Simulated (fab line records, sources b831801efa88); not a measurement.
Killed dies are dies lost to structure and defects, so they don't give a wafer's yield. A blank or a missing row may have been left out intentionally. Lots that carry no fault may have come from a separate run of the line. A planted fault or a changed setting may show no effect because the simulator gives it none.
fab line records    flow sky130
[record] lots = 7  wafers = 19  last-day = 50
route steps=708 shown LDD_LDN@294 SPACER@304 POLY_CUT@307 PAD_OPEN@708
lots that met no fault: from a run of the same line without faults
start-h: hours from the record's opening day to when the first of the lot's shown wafers began    wait-h: hours elapsed since this lot's preceding step    " same as the row above    L1.1+2: several wafers, shown together as one row    - value missing, or start not given    * or withheld: withheld    < > ~ a bound
route shown NAME@n: names a module that has steps shown in the file, with the first one's number in the route    usual: mean/standard deviation taken from wafers without a fault    same: alike in all rows    chamber/n: place in a boat    sites: each site's reading    _std_site: their standard deviation    _edge_site: inner sites' mean taken away from outer sites' mean    radius-mm: for every site, how far away it sits from the centre of the wafer    mask NAME#n: copy n    behind: the last tool/chamber to shape the wafer    hold: cause of the lot's hold/its duration in hours/its outcome    device: transistor that didn't switch, given as n, p or np    end of line: tests run on the same wafers once the route is complete    a step given without rows: its recipe and nothing more    killed: count of dies lost to structure and defects at first sort (not the wafer's yield)    map: shows each die of a wafer: x if killed, . if not, _ if none is there
set.NAME: the setting the step ran with; set.NAME@STEP: the setting that earlier step ran with    model.NAME: the simulator's own value behind a step, which no gauge read
lots seen at some steps along the route; tables by step, rows by wafer
services: from which hour (start-h, from the record's first day; less than 0 if before it) a tool's chamber was out of use, for how many hours, and why
[[steps]]
[step SKY_LDD_LDN_PEB_05]
[recipe] temp-c = withheld  time-s = *  resist = NOVOLAK
[step SKY_LDD_LDN_DEVELOP_06]
[recipe] resist = NOVOLAK  developer = TMAH  develop-time-s = 60  dev-temp-c = 23
[step SKY_LDD_LDN_OVL_MEAS_07]
[usual] LDD_LDN_OVL = 0.5/1.3
lot.wafer  tool        chamber  start-h  wait-h  LDD_LDN_OVL[nm]
L607.3     overlay-01  -        566.78   0.1     0.8
L607.4     "           -        "        "       2.0
L607.5     "           -        "        "       0.6
L609.2     overlay-02  -        574.49   0.1     1.2
L609.3     "           -        "        "       0.8
L609.4     "           -        "        "       2.7
L612.2     overlay-02  -        602.54   0.1     2.1
L612.4     "           -        "        "       1.5
L612.5     "           -        "        "       1.6
L617.2     overlay-02  -        649.53   0.1     -0.4
L617.5     "           -        "        "       1.9
L618.1     overlay-02  -        658.42   0.1     -0.9
L618.3     "           -        "        "       0.4
L618.6     "           -        "        "       0.4
L619.2     overlay-02  -        659.67   0.1     1.4
L619.3     "           -        "        "       0.7
L626.1     overlay-01  -        717.17   0.1     0.2
L626.4     "           -        "        "       0.8
L626.5     "           -        "        "       -0.2
[step SKY_LDD_LDN_IMPLANT_08]
[recipe] species = As  energy-kev = 15  dose-cm2 = 1.25e+13  tilt-deg = withheld  rotation-deg = 23
[step SKY_LDD_LDN_IMPLANT_09]
[recipe] species = As  energy-kev = 15  dose-cm2 = 1.25e+13  tilt-deg = withheld  rotation-deg = 113
[step SKY_LDD_LDN_IMPLANT_10]
[recipe] species = As  energy-kev = 15  dose-cm2 = 1.25e+13  tilt-deg = withheld  rotation-deg = 203
[step SKY_LDD_LDN_IMPLANT_11]
[recipe] species = As  energy-kev = 15  dose-cm2 = 1.25e+13  tilt-deg = withheld  rotation-deg = 293
[step SKY_LDD_LDN_STRIP_12]
[recipe] chemistry = O2/N2  power-w = 1400  pressure-mtorr = 1500  platen-temp-c = withheld  o2-flow-sccm = 3000  n2-flow-sccm = 300  overash-fraction = 0.5
[usual] drypump-motor-current-A = 5.85/0.16  oes-product-au = 0.715/0.0044  strip-time-to-endpoint-s = 14.16/0.037
lot.wafer  tool             chamber  start-h  wait-h  drypump-motor-current-A  oes-product-au  rf-hours-counter-h  strip-time-to-endpoint-s
L607.3     plasma-asher-01  1        567.44   0.1     5.93                     0.710           -                   14.16
L607.4     "                0        "        "       5.95                     0.720           -                   14.14
L607.5     "                1        "        "       5.94                     0.716           -                   14.19
L609.2     plasma-asher-01  0        575.12   0.1     5.91                     0.720           45                  14.12
L609.3     "                1        "        "       5.93                     0.720           -                   14.07
L609.4     "                0        "        "       5.92                     0.703           -                   14.12
L612.2     plasma-asher-02  1        603.17   0.1     5.57                     0.714           77                  14.15
L612.4     "                1        "        "       5.55                     0.714           -                   14.19
L612.5     "                1        "        "       5.56                     0.720           -                   14.14
L617.2     plasma-asher-01  1        650.16   0.1     5.94                     0.721           53                  14.20
L617.5     "                1        "        "       5.93                     0.711           -                   14.14
L618.1     plasma-asher-01  1        659.05   0.1     5.92                     0.717           54                  14.18
L618.3     "                0        "        "       5.92                     0.722           -                   14.15
L618.6     "                1        "        "       5.92                     0.719           -                   14.19
L619.2     plasma-asher-02  1        660.30   0.1     5.57                     0.712           83                  14.24
L619.3     "                0        "        "       6.02                     0.718           -                   14.20
L626.1     plasma-asher-03  0        717.80   0.1     5.98                     0.717           27                  14.09
L626.4     "                1        "        "       5.62                     0.718           -                   14.10
L626.5     "                1        "        "       5.64                     0.703           -                   14.09
[step SKY_LDD_LDN_TW_MEAS_13]
[usual] LDD_LDN_TW = 1482/10
lot.wafer  tool           chamber  start-h  wait-h  LDD_LDN_TW
L607.3     film-metro-04  -        567.52   0.1     1469
L607.4     "              -        "        "       1480
L607.5     "              -        "        "       1478
L609.2     film-metro-01  -        575.23   0.1     1491
L609.3     "              -        "        "       1489
L609.4     "              -        "        "       1482
L612.2     film-metro-02  -        603.28   0.1     1468
L612.4     "              -        "        "       1477
L612.5     "              -        "        "       1474
L617.2     film-metro-02  -        650.27   0.1     1481
L617.5     "              -        "        "       1479
L618.1     film-metro-02  -        659.15   0.1     1486
L618.3     "              -        "        "       1490
L618.6     "              -        "        "       1477
L619.2     film-metro-02  -        660.41   0.1     1480
L619.3     "              -        "        "       1481
L626.1     film-metro-04  -        717.90   0.1     1473
L626.4     "              -        "        "       1467
L626.5     "              -        "        "       1470
[step SKY_LDD_LDN_CLEAN_14]
[recipe] chemistry = SC1/SC2  mix = 1:4:20  temp-c = 70  time-s = 150  dry = n2-spin
[step SKY_SPACER_CVD_00]
[recipe] material = Si3N4  precursor = DCS/NH3  target-thk-nm = 43.1  temp-c = 770  time-s = 740  pressure-mtorr = 250
[step SKY_SPACER_THK_MEAS_01]
[recipe] reads = Si3N4_of_SPACER_CVD_00
[usual] SPACER_CVD_00_THK = 43.1/0.47
lot.wafer  tool           chamber  start-h  wait-h  SPACER_CVD_00_THK[nm]
L607.3     film-metro-01  -        568.84   0.0     43.7
L607.4     "              -        "        "       43.8
L607.5     "              -        "        "       43.8
L609.2     film-metro-01  -        576.55   0.0     42.7
L609.3     "              -        "        "       42.7
L609.4     "              -        "        "       42.6
L612.2     film-metro-01  -        604.60   0.0     43.8
L612.4     "              -        "        "       43.4
L612.5     "              -        "        "       43.6
L617.2     film-metro-01  -        652.92   0.0     43.0
L617.5     "              -        "        "       43.2
L618.1     film-metro-04  -        661.14   0.0     42.7
L618.3     "              -        "        "       42.2
L618.6     "              -        "        "       42.8
L619.2     film-metro-04  -        663.71   0.0     42.2
L619.3     "              -        "        "       43.0
L626.1     film-metro-01  -        719.22   0.0     42.0
L626.4     "              -        "        "       42.5
L626.5     "              -        "        "       42.3
[step SKY_SPACER_ETCHBACK_02]
[recipe] chemistry = CH3F/O2  target = Si3N4  stop-on = SiO2  source-w = 400  bias-w = 80  pressure-mtorr = 25  ch3f-flow-sccm = 40  O2_flow_sccm = 30  time-s = 46.7  target-depth-a = 450
[usual] drypump-motor-current-A = 5.8/0.48  oes-product-au = 0.855/0.0066  run-length-s = 75.1/0.34  throttle-valve-pct = 10.562/0.0089
lot.wafer  tool         chamber  start-h  wait-h  drypump-motor-current-A  oes-product-au  rf-hours-counter-h  run-length-s  throttle-valve-pct  model.SiO2_of_SONOS_ONO_CVD_04.thk-nm
L607.3     rie-diel-03  3        568.88   0.0     6.0                      0.864           3                   75.0          10.566              4.183
L607.4     "            0        "        "       5.6                      0.865           -                   74.7          10.556              4.218
L607.5     "            3        "        "       6.0                      0.869           -                   75.2          10.566              4.267
L609.2     rie-diel-03  0        576.60   0.0     5.6                      0.848           8                   74.9          10.566              4.265
L609.3     "            2        "        "       4.8                      0.851           6                   75.7          10.542              4.191
L609.4     "            0        "        "       5.6                      0.845           -                   75.1          10.563              4.221
L612.2     rie-diel-01  1        604.65   0.0     6.2                      0.871           2                   74.9          10.547              4.269
L612.4     "            3        "        "       5.7                      0.857           6                   75.2          10.553              4.337
L612.5     "            2        "        "       6.3                      0.860           -                   75.2          10.564              4.311
L617.2     rie-diel-01  3        652.97   0.0     5.7                      0.759           7                   86.9          10.553              2.771
L617.5     "            2        "        "       6.3                      0.860           -                   74.8          10.576              4.024
L618.1     rie-diel-01  2        661.20   0.1     6.3                      0.850           0                   75.0          10.560              4.03
L618.3     "            3        "        "       5.7                      0.847           7                   75.2          10.556              3.967
L618.6     "            1        "        "       6.2                      0.756           -                   86.9          10.539              2.913
L619.2     rie-diel-01  3        663.76   0.0     5.7                      0.753           7                   86.5          10.556              3.034
L619.3     "            1        "        "       6.3                      0.857           4                   75.8          10.561              4.074
L626.1     rie-diel-03  3        719.28   0.1     6.0                      0.842           7                   74.7          10.562              4.332
L626.4     "            1        "        "       6.3                      0.847           4                   74.8          10.558              4.263
L626.5     "            2        "        "       4.8                      0.844           -                   75.0          10.561              4.274
[step SKY_POLY_CUT_DEHYDRATE_00]
[recipe] temp-c = 200  time-s = 60
[step SKY_POLY_CUT_HMDS_01]
[recipe] prime-time-s = 60  prime-temp-c = 120
[step SKY_POLY_CUT_COAT_02]
[recipe] resist = BARC  temp-c = withheld  time-s = withheld  spin-rpm = 3000  resist-thk-nm = 60
[step SKY_POLY_CUT_COAT_03]
[recipe] resist = KrF-thick  spin-rpm = 3000  resist-thk-nm = 450
[step SKY_POLY_CUT_SOFTBAKE_04]
[recipe] temp-c = 100  time-s = 90  resist = KrF-thick
[step SKY_POLY_CUT_EXPOSE_05]
[recipe] mask-id = NPCM  na = 0.8  source-shape = annular  sigma-inner = 0.55  sigma-outer = 0.85  target-cd-nm = 270  dose-mj = 32
[step SKY_POLY_CUT_PEB_06]
[recipe] peb-temp-c = withheld  peb-time-s = withheld  resist = KrF-thick
[step SKY_POLY_CUT_DEVELOP_07]
[recipe] develop-time-s = 60  resist = KrF-thick  dev-temp-c = 21
[step SKY_POLY_CUT_CD_MEAS_08]
[recipe] target-cd-nm = 270
[usual] cd-nm = 269.7/1.2
lot.wafer  tool       chamber  start-h  wait-h  cd-nm
L607.3     cd-sem-01  -        599.06   -       268.5
L607.4     "          -        "        "       268.2
L607.5     "          -        "        "       268.6
L609.2     cd-sem-01  -        605.79   -       269.5
L609.3     "          -        "        "       269.1
L609.4     "          -        "        "       267.7
L612.2     cd-sem-02  -        632.64   -       270.1
L612.4     "          -        "        "       270.6
L612.5     "          -        "        "       271.3
L617.2     cd-sem-02  -        681.04   -       268.3
L617.5     "          -        "        "       267.3
L618.1     cd-sem-01  -        689.62   -       270.8
L618.3     "          -        "        "       271.7
L618.6     "          -        "        "       270.5
L619.2     cd-sem-01  -        692.23   -       269.8
L619.3     "          -        "        "       269.8
L626.1     cd-sem-02  -        746.47   -       269.6
L626.4     "          -        "        "       269.0
L626.5     "          -        "        "       271.2
[step SKY_POLY_CUT_OVL_MEAS_09]
[usual] POLY_CUT_OVL = 3/6
lot.wafer  tool        chamber  start-h  wait-h  POLY_CUT_OVL[nm]
L607.3     overlay-02  -        599.15   0.1     7
L607.4     "           -        "        "       9
L607.5     "           -        "        "       16
L609.2     overlay-02  -        605.90   0.1     -3
L609.3     "           -        "        "       -1
L609.4     "           -        "        "       -10
L612.2     overlay-02  -        632.74   0.1     1
L612.4     "           -        "        "       -2
L612.5     "           -        "        "       -4
L617.2     overlay-02  -        681.14   0.1     6
L617.5     "           -        "        "       3
L618.1     overlay-01  -        689.74   0.1     6
L618.3     "           -        "        "       1
L618.6     "           -        "        "       7
L619.2     overlay-01  -        692.34   0.1     4
L619.3     "           -        "        "       11
L626.1     overlay-02  -        746.59   0.1     4
L626.4     "           -        "        "       9
L626.5     "           -        "        "       8
[step SKY_POLY_CUT_ETCH_10]
[recipe] chemistry = N2/H2  target = BARC  ion-energy-ev = 200  source-w = 500  bias-w = 100  pressure-mtorr = 30  n2-flow-sccm = 100  h2-flow-sccm = 200  stop-on = SiO2  time-s = 45.9  target-depth-a = 600
[usual] drypump-motor-current-A = 5.7/0.51  oes-product-au = 0.854/0.0049  throttle-valve-pct = 13.226/0.0084
lot.wafer  tool         chamber  start-h  wait-h  drypump-motor-current-A  oes-product-au  rf-hours-counter-h  throttle-valve-pct
L607.3     rie-diel-03  0        599.17   0.0     5.6                      0.852           8                   13.235
L607.4     "            3        "        "       6.0                      0.856           4                   13.219
L607.5     "            3        "        "       6.0                      0.862           -                   13.242
L609.2     rie-diel-04  2        605.93   0.0     5.6                      0.855           33                  13.223
L609.3     "            1        "        "       5.6                      0.855           10                  13.224
L609.4     "            0        "        "       6.4                      0.856           43                  13.225
L612.2     rie-diel-02  0        632.77   0.0     6.3                      0.851           8                   13.238
L612.4     "            2        "        "       5.2                      0.861           4                   13.217
L612.5     "            2        "        "       5.2                      0.853           -                   13.236
L617.2     rie-diel-03  1        681.17   0.0     6.3                      0.856           3                   13.216
L617.5     "            1        "        "       6.3                      0.851           -                   13.224
L618.1     rie-diel-02  1        689.78   0.0     6.0                      0.855           8                   13.231
L618.3     "            2        "        "       5.2                      0.859           5                   13.220
L618.6     "            0        "        "       6.2                      0.858           -                   13.223
L619.2     rie-diel-02  0        692.37   0.0     6.3                      0.850           10                  13.212
L619.3     "            1        "        "       6.0                      0.854           9                   13.241
L626.1     rie-diel-03  3        746.63   0.0     6.0                      0.847           8                   13.221
L626.4     "            2        "        "       4.8                      0.859           11                  13.239
L626.5     "            0        "        "       5.7                      0.845           -                   13.225
[step SKY_POLY_CUT_ETCH_11]
[recipe] target = Si3N4  chemistry = CF4/CH2F2/Ar  stop-on = poly-Si  source-w = 600  bias-w = 150  pressure-mtorr = 40  cf4-flow-sccm = 40  ch2f2-flow-sccm = 20  Ar_flow_sccm = 150  time-s = 42.5  target-depth-a = 600
[usual] drypump-motor-current-A = 5.7/0.51  oes-product-au = 0.828/0.0069  throttle-valve-pct = 14.994/0.009
lot.wafer  tool         chamber  start-h  wait-h  drypump-motor-current-A  oes-product-au  rf-hours-counter-h  throttle-valve-pct  model.etch.depth-nm  model.POLY_CUT.feature-depth-nm
L607.3     rie-diel-03  0        599.21   0.0     5.6                      0.835           8                   14.994              61.66                61.66
L607.4     "            3        "        "       6.0                      0.828           4                   14.980              61.58                61.58
L607.5     "            3        "        "       6.0                      0.841           -                   15.002              62.21                62.21
L609.2     rie-diel-04  2        605.97   0.0     5.6                      0.820           33                  15.007              61.33                61.33
L609.3     "            1        "        "       5.6                      0.826           10                  14.997              62.51                62.51
L609.4     "            0        "        "       6.3                      0.833           43                  15.001              62.05                62.05
L612.2     rie-diel-02  0        632.81   0.0     6.3                      0.836           8                   14.997              62.53                62.53
L612.4     "            2        "        "       5.2                      0.827           4                   14.986              62.67                62.67
L612.5     "            2        "        "       5.2                      0.833           -                   15.000              63.34                63.34
L617.2     rie-diel-03  1        681.21   0.0     6.3                      0.812           3                   15.002              59.19                59.19
L617.5     "            1        "        "       6.3                      0.828           -                   14.985              61.62                61.62
L618.1     rie-diel-02  1        689.82   0.0     5.9                      0.830           8                   14.993              62.15                62.15
L618.3     "            2        "        "       5.2                      0.816           5                   14.984              61.1                 61.1
L618.6     "            0        "        "       6.3                      0.804           -                   14.987              58.23                58.23
L619.2     rie-diel-02  0        692.41   0.0     6.3                      0.793           10                  14.995              57.49                57.49
L619.3     "            1        "        "       5.9                      0.822           9                   15.005              61.07                61.07
L626.1     rie-diel-03  3        746.67   0.0     6.0                      0.836           8                   14.988              61.8                 61.8
L626.4     "            2        "        "       4.8                      0.828           11                  14.983              61.65                61.65
L626.5     "            0        "        "       5.7                      0.825           -                   14.982              61.36                61.36
[step SKY_POLY_CUT_STRIP_12]
[recipe] chemistry = O2/N2  power-w = 1400  pressure-mtorr = 1500  platen-temp-c = withheld  o2-flow-sccm = 3000  n2-flow-sccm = 300  overash-fraction = 0.5
[usual] drypump-motor-current-A = 5.7/0.4  oes-product-au = 0.452/0.0043  strip-time-to-endpoint-s = 5.354/0.016
lot.wafer  tool             chamber  start-h  wait-h  drypump-motor-current-A  oes-product-au  rf-hours-counter-h  strip-time-to-endpoint-s
L607.3     plasma-asher-04  0        599.29   0.1     4.8                      0.455           -                   5.356
L607.4     "                1        "        "       5.9                      0.455           -                   5.378
L607.5     "                0        "        "       4.8                      0.449           -                   5.366
L609.2     plasma-asher-01  0        606.01   0.0     5.9                      0.447           48                  5.379
L609.3     "                0        "        "       5.9                      0.458           -                   5.341
L609.4     "                1        "        "       5.9                      0.454           -                   5.315
L612.2     plasma-asher-01  1        632.85   0.0     5.9                      0.451           51                  5.345
L612.4     "                1        "        "       5.9                      0.457           -                   5.329
L612.5     "                1        "        "       5.9                      0.449           -                   5.350
L617.2     plasma-asher-01  1        681.25   0.0     5.9                      0.457           57                  5.357
L617.5     "                1        "        "       5.9                      0.451           -                   5.367
L618.1     plasma-asher-03  1        689.86   0.0     5.7                      0.449           24                  5.344
L618.3     "                0        "        "       6.0                      0.452           -                   5.358
L618.6     "                1        "        "       5.7                      0.459           -                   5.363
L619.2     plasma-asher-01  0        692.45   0.0     5.9                      0.453           58                  5.332
L619.3     "                0        "        "       5.9                      0.451           -                   5.344
L626.1     plasma-asher-01  1        746.72   0.0     5.9                      0.445           64                  5.356
L626.4     "                1        "        "       5.9                      0.454           -                   5.376
L626.5     "                0        "        "       5.9                      0.452           -                   5.375
[step SKY_PAD_OPEN_PROBE_99]
[usual] killed_at_M0_to_M3 = 43/6.4  killed_at_M4_up = 2.8/1.7  killed-at-contacts = 24/5.5  killed-at-front-end = 15/4  killed-at-other = 0.3/0.54  killed-dies = 86/9.1  killed-open = 47/6.6  killed-short = 39/6.2
[same] gross-dies = 492  killed-at-back-side = 0
lot.wafer  tool       chamber  start-h  wait-h  killed_at_M0_to_M3  killed_at_M4_up  killed-at-contacts  killed-at-front-end  killed-at-other  killed-dies  killed-open  killed-short  model.etest.pfet_01v8.r-on-ohm-um  model.etest.res-pdiff.line-ohm-um  model.etest.res-ndiff.line-ohm-um  model.etest.sonos-uncharged.r-on-ohm-um  model.etest.pfet_01v8.drive-ua-um  model.etest.sram-pfet-latch.drive-ua-um  model.etest.res-pdiff.rs-ohm-sq  model.etest.pfet_01v8_hvt.drive-ua-um
L607.3     prober-02  -        1105.39  0.2     51                  1                22                  20                   1                95           60           35            2835                               1346                               746.4                              804                                      195.2                              146.7                                    197.7                            147.7
L607.4     prober-02  -        1105.44  0.2     41                  4                24                  15                   0                84           49           35            2802                               1332                               747.1                              799.9                                    200.9                              148.9                                    196.4                            150.7
L607.5     prober-02  -        1105.49  0.2     37                  2                28                  17                   1                85           42           43            2820                               1368                               766.8                              807.7                                    197                                148.6                                    196.3                            149.7
L609.2     prober-02  -        1110.08  0.1     44                  2                19                  11                   0                76           47           29            2841                               1359                               758.8                              811.6                                    200.8                              154.9                                    195                              148.1
L609.3     prober-02  -        1110.13  0.2     38                  2                18                  14                   1                73           39           34            2809                               1348                               753.2                              808.9                                    200.2                              149.5                                    193.9                            149.4
L609.4     prober-02  -        1110.18  0.2     43                  3                28                  8                    1                83           45           38            2769                               1329                               753.7                              801.8                                    205                                155.7                                    195.9                            153.9
L612.2     prober-01  -        1132.07  0.1     44                  2                22                  10                   0                78           48           30            2962                               1359                               775.7                              813.8                                    184.9                              132.8                                    195.6                            136.9
L612.4     prober-01  -        1132.17  0.2     27                  9                17                  16                   0                69           46           23            2942                               1361                               784.5                              823.5                                    189                                137.5                                    194.8                            140.9
L612.5     prober-01  -        1132.22  0.2     34                  1                24                  12                   0                71           35           36            3005                               1386                               778.1                              832.2                                    183.7                              134.8                                    197                              137
L617.2     prober-02  -        1159.00  0.1     49                  4                22                  18                   1                94           42           52            2721                               1288                               743                                785.4                                    210.5                              158.3                                    186.2                            156.7
L617.5     prober-02  -        1159.15  0.2     35                  2                22                  15                   1                75           35           40            2922                               1358                               756.1                              818.5                                    191.3                              141.8                                    197.7                            143.2
L618.1     prober-01  -        1163.96  0.1     41                  3                31                  12                   0                87           54           33            2924                               1413                               769.9                              811.1                                    190.5                              139.9                                    198.6                            140.7
L618.3     prober-01  -        1164.06  0.2     46                  1                20                  12                   0                79           39           40            2920                               1370                               762.5                              810.5                                    192.2                              145                                      197.4                            142.8
L618.6     prober-01  -        1164.21  0.2     55                  1                15                  13                   0                84           45           39            2747                               1307                               728.9                              790.2                                    208.2                              156.5                                    189.1                            154.5
L619.2     prober-02  -        1165.79  0.1     49                  3                26                  11                   1                90           44           46            2780                               1280                               727.6                              792.1                                    202.6                              151.4                                    186                              149.8
L619.3     prober-02  -        1165.84  0.2     38                  2                18                  13                   0                71           40           31            2878                               1326                               741.1                              801.4                                    193.1                              139.3                                    193.9                            144.5
L626.1     prober-01  -        1197.69  0.1     39                  6                25                  14                   0                84           41           43            2971                               1405                               791.4                              803.5                                    185.7                              131.5                                    201.9                            136.9
L626.4     prober-01  -        1197.84  0.2     48                  3                21                  14                   0                86           43           43            2954                               1406                               774.3                              815.9                                    186.9                              136.1                                    202.4                            138.6
L626.5     prober-01  -        1197.89  0.2     41                  1                30                  15                   0                87           53           34            2863                               1354                               764.8                              781.9                                    194.5                              147                                      200.2                            144.4
// killed by level:class
L607.3 VIA1:geometric-particle:open=15 VIA2:geometric-particle:open=10 SPACER:geometric-particle:open=8 CONTACT:geometric-particle:open=8 VIA3:geometric-particle:open=8 LOCAL_INTERCONNECT:geometric-particle:short=5 METAL1:geometric-particle:short=5 POLY_CUT:geometric-particle:short=4
L607.4 VIA1:geometric-particle:open=9 VIA3:geometric-particle:open=8 CONTACT:geometric-particle:open=7 LI_CONTACT:geometric-particle:open=7 LOCAL_INTERCONNECT:geometric-particle:short=6 POLY_GATE:geometric-particle:short=5 VIA2:geometric-particle:open=5 FIELD_ISO:geometric-particle:open=4
L607.5 CONTACT:geometric-particle:open=8 CONTACT:geometric-particle:short=7 VIA1:geometric-particle:open=7 FIELD_ISO:geometric-particle:open=6 VIA3:geometric-particle:short=6 LOCAL_INTERCONNECT:geometric-particle:short=5 METAL1:geometric-particle:short=5 POLY_GATE:geometric-particle:open=4
L609.2 VIA1:geometric-particle:open=11 VIA2:geometric-particle:open=7 CONTACT:geometric-particle:open=6 VIA3:geometric-particle:open=6 LI_CONTACT:geometric-particle:open=5 FIELD_ISO:geometric-particle:open=4 METAL2:geometric-particle:short=4 LOCAL_INTERCONNECT:geometric-particle:short=3
L609.3 VIA1:geometric-particle:open=7 VIA2:geometric-particle:open=7 VIA3:geometric-particle:open=6 LI_CONTACT:geometric-particle:open=5 METAL1:geometric-particle:short=5 LI_CONTACT:geometric-particle:short=4 CONTACT:geometric-particle:open=4 METAL2:geometric-particle:short=4
L609.4 CONTACT:geometric-particle:open=11 VIA1:geometric-particle:open=9 LI_CONTACT:geometric-particle:open=7 VIA2:geometric-particle:open=6 METAL1:geometric-particle:short=6 METAL2:geometric-particle:short=6 CONTACT:geometric-particle:short=5 METAL3:geometric-particle:short=5
L612.2 VIA1:geometric-particle:open=12 VIA3:geometric-particle:open=9 LI_CONTACT:geometric-particle:open=8 CONTACT:geometric-particle:short=5 VIA2:geometric-particle:open=5 FIELD_ISO:geometric-particle:short=4 CONTACT:geometric-particle:open=4 LI_CONTACT:geometric-particle:short=3
L612.4 VIA1:geometric-particle:open=8 VIA2:geometric-particle:open=8 LI_CONTACT:geometric-particle:open=6 VIA3:geometric-particle:open=5 POLY_GATE:geometric-particle:open=5 METAL4:geometric-particle:short=5 LOCAL_INTERCONNECT:geometric-particle:short=4 CONTACT:geometric-particle:open=4
L612.5 VIA3:geometric-particle:open=8 CONTACT:geometric-particle:short=7 CONTACT:geometric-particle:open=7 VIA1:geometric-particle:open=6 VIA1:geometric-particle:short=5 METAL1:geometric-particle:short=5 FIELD_ISO:geometric-particle:open=4 LI_CONTACT:geometric-particle:open=4
L617.2 VIA3:geometric-particle:open=10 METAL1:geometric-particle:short=8 VIA1:geometric-particle:open=8 METAL2:geometric-particle:short=7 VIA1:geometric-particle:short=6 LOCAL_INTERCONNECT:geometric-particle:short=6 FIELD_ISO:geometric-particle:short=5 LI_CONTACT:geometric-particle:open=5
L617.5 VIA1:geometric-particle:open=11 FIELD_ISO:geometric-particle:short=7 CONTACT:geometric-particle:open=6 LI_CONTACT:geometric-particle:open=5 METAL1:geometric-particle:short=5 METAL2:geometric-particle:short=5 LOCAL_INTERCONNECT:geometric-particle:short=4 VIA3:geometric-particle:open=4
L618.1 VIA1:geometric-particle:open=14 CONTACT:geometric-particle:open=10 LI_CONTACT:geometric-particle:open=9 METAL1:geometric-particle:short=6 CONTACT:geometric-particle:short=5 FIELD_ISO:geometric-particle:open=4 VIA2:geometric-particle:open=4 FIELD_ISO:geometric-particle:short=3
L618.3 VIA1:geometric-particle:open=12 METAL2:geometric-particle:short=7 METAL1:geometric-particle:short=6 VIA1:geometric-particle:short=6 LOCAL_INTERCONNECT:geometric-particle:short=5 FIELD_ISO:geometric-particle:short=4 LI_CONTACT:geometric-particle:open=4 CONTACT:geometric-particle:open=4
L618.6 VIA1:geometric-particle:open=15 METAL2:geometric-particle:short=9 METAL1:geometric-particle:short=7 VIA1:geometric-particle:short=7 VIA3:geometric-particle:open=7 FIELD_ISO:geometric-particle:short=6 LI_CONTACT:geometric-particle:open=5 CONTACT:geometric-particle:open=5
L619.2 CONTACT:geometric-particle:open=13 VIA1:geometric-particle:short=11 METAL2:geometric-particle:short=10 VIA3:geometric-particle:open=6 LI_CONTACT:geometric-particle:open=5 VIA2:geometric-particle:open=5 VIA1:geometric-particle:open=5 CONTACT:geometric-particle:short=4
L619.3 LI_CONTACT:geometric-particle:open=9 METAL2:geometric-particle:short=8 VIA1:geometric-particle:open=8 CONTACT:geometric-particle:open=5 METAL2:geometric-particle:open=4 FIELD_ISO:geometric-particle:open=4 METAL1:geometric-particle:short=4 VIA2:geometric-particle:open=4
L626.1 METAL1:geometric-particle:short=11 LI_CONTACT:geometric-particle:open=7 CONTACT:geometric-particle:open=7 CONTACT:geometric-particle:short=6 FIELD_ISO:geometric-particle:open=5 VIA1:geometric-particle:open=5 METAL2:geometric-particle:short=5 VIA2:geometric-particle:short=5
L626.4 VIA1:geometric-particle:open=15 CONTACT:geometric-particle:short=8 VIA1:geometric-particle:short=7 CONTACT:geometric-particle:open=6 VIA2:geometric-particle:open=6 METAL1:geometric-particle:short=5 METAL2:geometric-particle:short=5 VIA3:geometric-particle:open=5
L626.5 CONTACT:geometric-particle:open=15 VIA1:geometric-particle:open=9 VIA2:geometric-particle:open=8 VIA3:geometric-particle:open=8 CONTACT:geometric-particle:short=5 LI_CONTACT:geometric-particle:short=4 LI_CONTACT:geometric-particle:open=4 METAL2:geometric-particle:short=4
[[services]]
tool             chamber  start-h  hours  kind
rie-diel-03      1        558.66   -      clean
rie-diel-03      1        558.66   21.8   scheduled-down
rie-diel-03      1        558.66   21.8   vent-cycle
rie-diel-02      2        565.68   10.5   repair
rie-diel-04      3        583.26   10.2   repair
plasma-asher-03  -        588.20   2.9    repair
rie-diel-02      -        601.64   0.8    repair
rie-diel-04      2        602.79   2.9    repair
rie-diel-01      2        611.17   -      clean
rie-diel-01      2        611.17   34.4   scheduled-down
rie-diel-04      -        631.72   14.6   pm
plasma-asher-02  -        633.04   2.8    pm
plasma-asher-04  -        637.50   14.6   pm
rie-diel-02      3        641.88   6.6    repair
plasma-asher-03  -        658.24   15.6   pm
rie-diel-04      2        664.35   6.6    repair
rie-diel-02      -        669.90   1.2    repair
rie-diel-03      -        679.30   0.3    repair
plasma-asher-02  -        679.39   0.5    repair
rie-diel-03      3        692.10   3.8    repair
rie-diel-01      1        694.38   3.8    repair
rie-diel-01      1        725.57   6.5    repair
plasma-asher-04  -        733.75   9.0    pm
plasma-asher-03  -        745.30   1.6    repair
[[key]]
[first-sign] step = SKY_SPACER_ETCHBACK_02  reading = run-length-s  direction = up  sigmas = 35  usual = *  struck = *
[effect] step = SKY_SPACER_ETCHBACK_02  reading = oes-product-au  direction = down  sigmas = 15  usual = 0.855  struck = 0.756
[effect] step = SKY_POLY_CUT_ETCH_11  reading = oes-product-au  direction = down  sigmas = 3.6  usual = 0.828  struck = 0.803
[model-effect] step = SKY_SPACER_ETCHBACK_02  value = SiO2_of_SONOS_ONO_CVD_04.thk-nm  without = 4.084  struck = 2.906
[model-effect] step = SKY_POLY_CUT_ETCH_11  value = etch.depth-nm  without = 61.57  struck = 58.3
[model-effect] step = SKY_PAD_OPEN_PROBE_99  value = etest.pfet_01v8.r-on-ohm-um  without = 2880  struck = 2750
met-at SKY_SPACER_ETCHBACK_02
struck-wafers L617.2,L618.6,L619.2
tester-left-out L617,L618,L619
onset-between 604.65 652.97
[fault] kind = process-parameter-drift  tool = rie-diel-01  chamber = -  onset-h = 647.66  steps = SKY_SPACER_ETCHBACK_02  channel = time-s  offset = *  shape = step  end-h = 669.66  scope = struck-wafers-only  acts-in = *  stated = *
// tester-left-out: of these lots the tester's yield and bins aren't shown, on N5 and GAA mostly nor the transistor test; their killed dies are dies lost to structure and defects alone, not to doping, threshold or leakage, so they don't give the yield
